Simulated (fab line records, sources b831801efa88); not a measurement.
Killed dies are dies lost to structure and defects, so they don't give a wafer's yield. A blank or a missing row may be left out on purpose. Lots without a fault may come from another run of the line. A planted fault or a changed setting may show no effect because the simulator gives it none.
Which tool did it? | flow sky130 | 13 lots, 39 wafers sampled, at 5 steps of a route of 708

WHAT THE GAUGES READ, wafer by wafer
SKY_POLY_GATE_THK_MEAS_01.
lot  | measured     | on            | POLY_GATE_CVD_00_THK (nm)
L366 | day 14 02:00 | film_metro-03 | 177.2 178.9 179.9
L367 | day 14 11:54 | film_metro-04 | 178.7 179.3 179.5
L369 | day 14 22:39 | film_metro-03 | 180.2 180.1 180.9
L370 | day 15 15:55 | film_metro-04 | 181.1 180.5 180.4
L371 | day 15 20:15 | film_metro-04 | 180.8 181.3 180.7
L373 | day 16 08:25 | film_metro-03 | 180.2 182.1 182.4
L376 | day 17 06:10 | film_metro-02 | 182.2 181.8 181.7
L377 | day 18 17:12 | film_metro-03 | 179.6 179.1 179.3
L378 | day 18 17:14 | film_metro-04 | 179.5 179.2 178.5
L380 | day 18 17:16 | film_metro-03 | 179.9 179.6 177.3
L381 | day 19 10:10 | film_metro-02 | 179.7 180.7 180.6
L386 | day 21 01:00 | film_metro-02 | 181.5 180.1 179.7
L389 | day 22 00:52 | film_metro-04 | 177.9 178.9 180.8

SKY_POLY_GATE_CD_MEAS_13: target cd 150 nm.
lot  | measured     | on        | cd_nm (nm)
L366 | day 16 17:58 | cd_sem-02 | 148.0 148.5 148.0
L367 | day 16 23:08 | cd_sem-02 | 151.4 150.2 150.7
L369 | day 17 08:11 | cd_sem-01 | 149.6 151.1 149.5
L370 | day 18 02:13 | cd_sem-01 | 151.0 151.8 151.3
L371 | day 18 08:25 | cd_sem-01 | 150.4 150.9 150.4
L373 | day 18 20:40 | cd_sem-01 | 151.5 150.0 151.4
L376 | day 19 18:22 | cd_sem-02 | 153.0 152.9 152.6
L377 | day 21 07:49 | cd_sem-01 | 149.9 151.3 151.2
L378 | day 21 08:14 | cd_sem-02 | 148.7 147.4 148.4
L380 | day 21 07:44 | cd_sem-02 | 150.4 151.4 152.0
L381 | day 22 00:43 | cd_sem-01 | 150.9 149.8 151.0
L386 | day 23 14:01 | cd_sem-02 | 150.2 149.7 150.0
L389 | day 24 15:50 | cd_sem-02 | 148.2 148.5 148.5

SKY_LDD_N_OVL_MEAS_07.
lot  | measured     | on         | LDD_N_OVL (nm)
L366 | day 18 02:26 | overlay-01 | 1.5 1.9 1.8
L367 | day 18 07:38 | overlay-01 | 3.3 3.0 2.7
L369 | day 18 17:34 | overlay-01 | 0.2 0.1 0.4
L370 | day 19 15:34 | overlay-01 | -0.8 -2.1 -1.3
L371 | day 19 15:52 | overlay-01 | 0.7 1.2 -0.1
L373 | day 20 05:49 | overlay-01 | 0.4 0.7 1.3
L376 | day 21 03:40 | overlay-01 | 2.1 1.9 3.7
L377 | day 22 17:35 | overlay-01 | 1.5 1.6 2.1
L378 | day 22 17:53 | overlay-02 | 0.1 1.3 2.5
L380 | day 22 15:55 | overlay-01 | 2.7 0.7 0.3
L381 | day 23 08:17 | overlay-01 | 0.8 1.8 1.0
L386 | day 24 21:47 | overlay-02 | 0.3 0.2 1.7
L389 | day 25 23:10 | overlay-02 | 0.7 1.2 0.3

SKY_LDD_P_TW_MEAS_11.
lot  | measured     | on            | LDD_P_TW
L366 | day 19 10:05 | film_metro-03 | 641 639 642
L367 | day 19 14:11 | film_metro-03 | 643 638 638
L369 | day 20 01:14 | film_metro-03 | 636 639 640
L370 | day 20 23:59 | film_metro-03 | 645 634 635
L371 | day 21 00:07 | film_metro-01 | 640 637 634
L373 | day 21 14:13 | film_metro-03 | 637 640 637
L376 | day 22 13:16 | film_metro-01 | 634 633 634
L377 | day 24 01:02 | film_metro-02 | 603 605 602
L378 | day 24 01:05 | film_metro-01 | 634 633 631
L380 | day 23 23:32 | film_metro-03 | 633 632 634
L381 | day 24 15:31 | film_metro-01 | 598 598 600
L386 | day 26 05:01 | film_metro-01 | 636 638 635
L389 | day 27 05:53 | film_metro-03 | 629 630 631

WHICH TOOL RAN EACH LOT (tool, then ch and the chambers of the sampled wafers, then the start)
lot  | SKY_LDD_P_IMPLANT_09
L366 | implanter-01 ch 0, day 19 09:52
L367 | implanter-04 ch 0, day 19 13:58
L369 | implanter-04 ch 0, day 20 01:01
L370 | implanter-02 ch 0, day 20 23:44
L371 | implanter-01 ch 0, day 20 23:52
L373 | implanter-01 ch 0, day 21 13:58
L376 | implanter-02 ch 0, day 22 13:01
L377 | implanter-01 ch 0, day 24 00:47
L378 | implanter-04 ch 0, day 24 00:53
L380 | implanter-01 ch 0, day 23 23:19
L381 | implanter-01 ch 0, day 24 15:16
L386 | implanter-04 ch 0, day 26 04:46
L389 | implanter-04 ch 0, day 27 05:39
- SKY_LDD_P_IMPLANT_09

WHAT THE TOOLS THEMSELVES READ (means of the sampled wafers that have a number; where no wafer has one, the mark that the record gives instead)
SKY_LDD_P_IMPLANT_09.
lot  | tool         | beam_energy_keV | dose_ions_cm2 | end_station_pressure_torr (Torr)
L366 | implanter-01 | 25.008          | 9.999e+12     | 4.89e-06
L367 | implanter-04 | 25.013          | 1.001e+13     | 5.14e-06
L369 | implanter-04 | 24.997          | 1.000e+13     | 5.17e-06
L370 | implanter-02 | 24.993          | 9.999e+12     | 5.14e-06
L371 | implanter-01 | 24.991          | 9.993e+12     | 5.18e-06
L373 | implanter-01 | 24.997          | 1.001e+13     | 5.07e-06
L376 | implanter-02 | 25.014          | 9.990e+12     | 5.15e-06
L377 | implanter-01 | 20.441          | 1.001e+13     | 5.18e-06
L378 | implanter-04 | 25.004          | 1.002e+13     | 4.91e-06
L380 | implanter-01 | 25.009          | 9.993e+12     | 4.67e-06
L381 | implanter-01 | 20.437          | 9.989e+12     | 5.25e-06
L386 | implanter-04 | 24.993          | 9.991e+12     | 4.87e-06
L389 | implanter-04 | 24.991          | 1.000e+13     | 5.18e-06

THE ANSWER, worked out from the rows above alone
Rule: what is usual is taken from the lots themselves. Put in order of their means at a reading, lots are off if they are a third of the lots or fewer, leave a main group of 4 or more, and stand apart from it by a gap of 3 or more times the standard deviation of the main group's means; of several such gaps the widest counts. A main group whose means are all the same, to the digits that the tables above print for the reading, isn't used. A lot without any number at a reading at which 4 lots or more have one is off too. The other lots that the step has rows for count as sound. The gauges are gone through in route order, then the tools' own readings, and for those a lot's mean is taken as printed above. The first step at which some lot is off is used, and at that step the reading that is off furthest; a lot without a number counts as furthest.
Off: L377, L381, at SKY_LDD_P_TW_MEAS_11 (LDD_P_TW). The main group: mean 636, standard deviation 3.2.
A tool fits if, at a process step before that reading, it ran every lot that is off, and no sound lot after the first of them. The gauges at SKY_LDD_P_TW_MEAS_11 aren't tried: what is off there is off at SKY_LDD_P_IMPLANT_09 too, on other tools, and a gauge's error can't cause that. One fits: implanter-01 at SKY_LDD_P_IMPLANT_09. Its last sound lot is L380 (day 23 23:19), its first lot that is off L377 (day 24 00:47): a fault that began between those two fits.
The tool's own readings at SKY_LDD_P_IMPLANT_09 bear it out: on the lots that are off they differ by more than 5 times the standard deviation of the sound lots' means. beam_energy_keV reads 20.439 there against 25.001 on the sound lots.

WHAT THE SIMULATOR HAD PUT IN
Process parameter drift: implanter-01, from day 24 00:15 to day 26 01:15, at SKY_LDD_P_IMPLANT_09. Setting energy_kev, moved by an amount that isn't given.
Lots struck among those shown: L377, L381. The rule above found the same.
